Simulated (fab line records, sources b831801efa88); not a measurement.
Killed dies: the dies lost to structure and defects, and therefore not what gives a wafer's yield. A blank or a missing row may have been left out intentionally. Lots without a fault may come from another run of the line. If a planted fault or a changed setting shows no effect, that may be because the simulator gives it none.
Which of the tools did it? + flow gf180mcu + Sampling: 14 lots, 42 wafers, 4 of 602 route steps

WHAT EACH GAUGE READ, for each wafer
GF_VT_IMPLANT_TW_MEAS_43.
| lot  | measured     | on            | VT_IMPLANT_4_TW |
|------|--------------|---------------|-----------------|
| L601 | day 7 10:49  | film metro-02 | 693 694 694     |
| L603 | day 8 00:56  | film metro-03 | 701 704 701     |
| L605 | day 8 16:19  | film metro-04 | 687 684 685     |
| L615 | day 11 16:58 | film metro-02 | 693 697 700     |
| L616 | day 12 01:20 | film metro-02 | 693 692 695     |
| L617 | day 12 03:20 | film metro-03 | 700 701 696     |
| L619 | day 12 14:08 | film metro-03 | 696 693 695     |
| L620 | day 12 19:01 | film metro-04 | 687 687 686     |
| L621 | day 13 09:58 | film metro-02 | 699 700 695     |
| L623 | day 13 17:14 | film metro-04 | 684 683 682     |
| L624 | day 14 01:20 | film metro-02 | 698 695 697     |

GF_VT_IMPLANT_RS_MEAS_46: measurement is done with a four-point probe.
| lot  | measured     | on            | MVSD_RS (ohm/sq)  |
|------|--------------|---------------|-------------------|
| L601 | day 7 11:02  | film metro-03 | 454.1 454.7 454.9 |
| L603 | day 8 01:10  | film metro-01 | 454.2 454.3 454.6 |
| L605 | day 8 16:32  | film metro-03 | 455.2 456.2 455.5 |
| L615 | day 11 17:11 | film metro-03 | 456.1 455.6 456.5 |
| L616 | day 12 01:33 | film metro-03 | 454.3 455.1 454.7 |
| L617 | day 12 03:34 | film metro-01 | 455.7 454.5 455.9 |
| L619 | day 12 14:21 | film metro-04 | 456.1 455.1 455.9 |
| L620 | day 12 19:20 | film metro-01 | 454.7 456.1 455.4 |
| L621 | day 13 10:11 | film metro-01 | 456.9 458.0 456.8 |
| L623 | day 13 17:31 | film metro-01 | 457.0 457.4 456.6 |
| L624 | day 14 01:33 | film metro-03 | 455.9 456.1 456.4 |

TOOL THAT RAN EACH LOT (tool first, then ch and the chambers of the sampled wafers, then the start)
| lot  | GF_STI_STRIP_15                     | GF_LVPWELL_STRIP_10                 |
|------|-------------------------------------|-------------------------------------|
| L601 | plasma asher-04 ch 0,1, day 2 02:16 | plasma asher-01 ch 0,1, day 3 20:40 |
| L603 | plasma asher-03 ch 0, day 2 12:16   | plasma asher-02 ch 0,1, day 4 07:43 |
| L605 | plasma asher-04 ch 0,1, day 2 22:55 | plasma asher-03 ch 0,1, day 4 20:40 |
| L608 | plasma asher-02 ch 0,1, day 3 14:31 | -                                   |
| L609 | plasma asher-03 ch 0,1, day 3 19:56 | -                                   |
| L610 | plasma asher-02 ch 0,1, day 3 23:04 | -                                   |
| L615 | plasma asher-03 ch 0,1, day 5 06:08 | plasma asher-03 ch 0,1, day 7 08:33 |
| L616 | plasma asher-03 ch 0,1, day 5 12:01 | plasma asher-03 ch 0,1, day 7 16:16 |
| L617 | plasma asher-02 ch 0,1, day 5 12:13 | plasma asher-01 ch 0,1, day 7 16:33 |
| L619 | plasma asher-02 ch 0,1, day 5 22:38 | plasma asher-01 ch 0,1, day 8 02:00 |
| L620 | plasma asher-02 ch 0,1, day 6 03:36 | plasma asher-01 ch 0,1, day 8 06:49 |
| L621 | plasma asher-03 ch 1, day 6 11:23   | plasma asher-03 ch 0,1, day 8 19:25 |
| L623 | plasma asher-04 ch 0,1, day 6 18:38 | plasma asher-01 ch 0,1, day 9 01:22 |
| L624 | plasma asher-04 ch 0,1, day 6 23:53 | plasma asher-01 ch 0,1, day 9 08:22 |
- GF_STI_STRIP_15: strips in O2/N2.
- GF_LVPWELL_STRIP_10: strips in O2/N2.

AS READ BY THE TOOLS THEMSELVES (means over the sampled wafers that have a number; for cases with no such wafer, the mark the record gives instead)
GF_STI_STRIP_15.
| lot  | tool            | chamber pressure mTorr (mTorr) | drypump motor current A (A) | heater power w (W) | oes product au (a.u.) | strip time to endpoint s (s) |
|------|-----------------|--------------------------------|-----------------------------|--------------------|-----------------------|------------------------------|
| L601 | plasma asher-04 | 1500.0                         | 5.27                        | 312                | 0.386                 | 3.71                         |
| L603 | plasma asher-03 | 1499.5                         | 5.86                        | 328                | 0.388                 | 3.73                         |
| L605 | plasma asher-04 | 1501.4                         | 5.27                        | 307                | 0.380                 | 3.74                         |
| L608 | plasma asher-02 | -                              | -                           | -                  | -                     | -                            |
| L609 | plasma asher-03 | -                              | -                           | -                  | -                     | -                            |
| L610 | plasma asher-02 | -                              | -                           | -                  | -                     | -                            |
| L615 | plasma asher-03 | 1499.7                         | 5.60                        | 357                | 0.378                 | 3.68                         |
| L616 | plasma asher-03 | 1499.0                         | 5.64                        | 361                | 0.383                 | 3.76                         |
| L617 | plasma asher-02 | 1500.6                         | 5.55                        | 425                | 0.382                 | 3.69                         |
| L619 | plasma asher-02 | 1499.2                         | 5.51                        | 409                | 0.384                 | 3.73                         |
| L620 | plasma asher-02 | 1499.4                         | 5.54                        | 407                | 0.385                 | 3.79                         |
| L621 | plasma asher-03 | 1499.5                         | 5.50                        | 368                | 0.388                 | 3.76                         |
| L623 | plasma asher-04 | 1500.3                         | 5.28                        | 308                | 0.384                 | 3.76                         |
| L624 | plasma asher-04 | 1499.5                         | 5.58                        | 316                | 0.380                 | 3.73                         |

GF_LVPWELL_STRIP_10.
| lot  | tool            | chamber pressure mTorr (mTorr) | drypump motor current A (A) | heater power w (W) | oes product au (a.u.) | strip time to endpoint s (s) |
|------|-----------------|--------------------------------|-----------------------------|--------------------|-----------------------|------------------------------|
| L601 | plasma asher-01 | 1498.3                         | 5.70                        | 314                | 0.719                 | 36.73                        |
| L603 | plasma asher-02 | 1500.0                         | 5.50                        | 413                | 0.727                 | 37.05                        |
| L605 | plasma asher-03 | 1498.9                         | 5.65                        | 362                | 0.723                 | 36.90                        |
| L615 | plasma asher-03 | 1500.9                         | 5.62                        | 360                | 0.722                 | 36.98                        |
| L616 | plasma asher-03 | 1499.7                         | 5.73                        | 344                | 0.724                 | 37.14                        |
| L617 | plasma asher-01 | 1499.6                         | 5.72                        | 313                | 0.722                 | 36.91                        |
| L619 | plasma asher-01 | 1500.3                         | 5.70                        | 315                | 0.725                 | 36.92                        |
| L620 | plasma asher-01 | 1499.7                         | 5.70                        | 311                | 0.724                 | 36.99                        |
| L621 | plasma asher-03 | 1500.3                         | 5.62                        | 360                | 0.722                 | 36.96                        |
| L623 | plasma asher-01 | 1500.1                         | 5.72                        | 315                | 0.725                 | 36.90                        |
| L624 | plasma asher-01 | 1500.4                         | 5.71                        | 316                | 0.726                 | 36.95                        |

THE ANSWER, worked out from the rows above alone
Rule: the lots themselves supply what counts as usual. Put in order of their means at a reading, lots are off if they are a third of the lots or fewer, leave a main group of 4 or more, and stand apart from it by a gap of 3 or more times the standard deviation of the main group's means; of several such gaps the widest counts. If all means in a main group match to the digits the tables above print for the reading, that group is not used. A lot without any number at a reading at which 4 lots or more have one is off too. All remaining lots with rows at the step are treated as sound. First the gauges in route order, then the tools' own readings, where a lot's mean is used as printed above. At the first step where some lot is off, the reading lying furthest off is the one used; lots without a number count as furthest.
Off: L608, L609, L610, at GF_STI_STRIP_15 (chamber pressure mTorr). Without a number there: L608, L609, L610. The main group: mean 1499.8 mTorr, standard deviation 0.67.
A tool fits if, at that step or a process step before it, it ran every lot that is off, and no sound lot after the first of them. Not one of the candidates tried fits.

WHAT THE SIMULATOR HAD INSERTED
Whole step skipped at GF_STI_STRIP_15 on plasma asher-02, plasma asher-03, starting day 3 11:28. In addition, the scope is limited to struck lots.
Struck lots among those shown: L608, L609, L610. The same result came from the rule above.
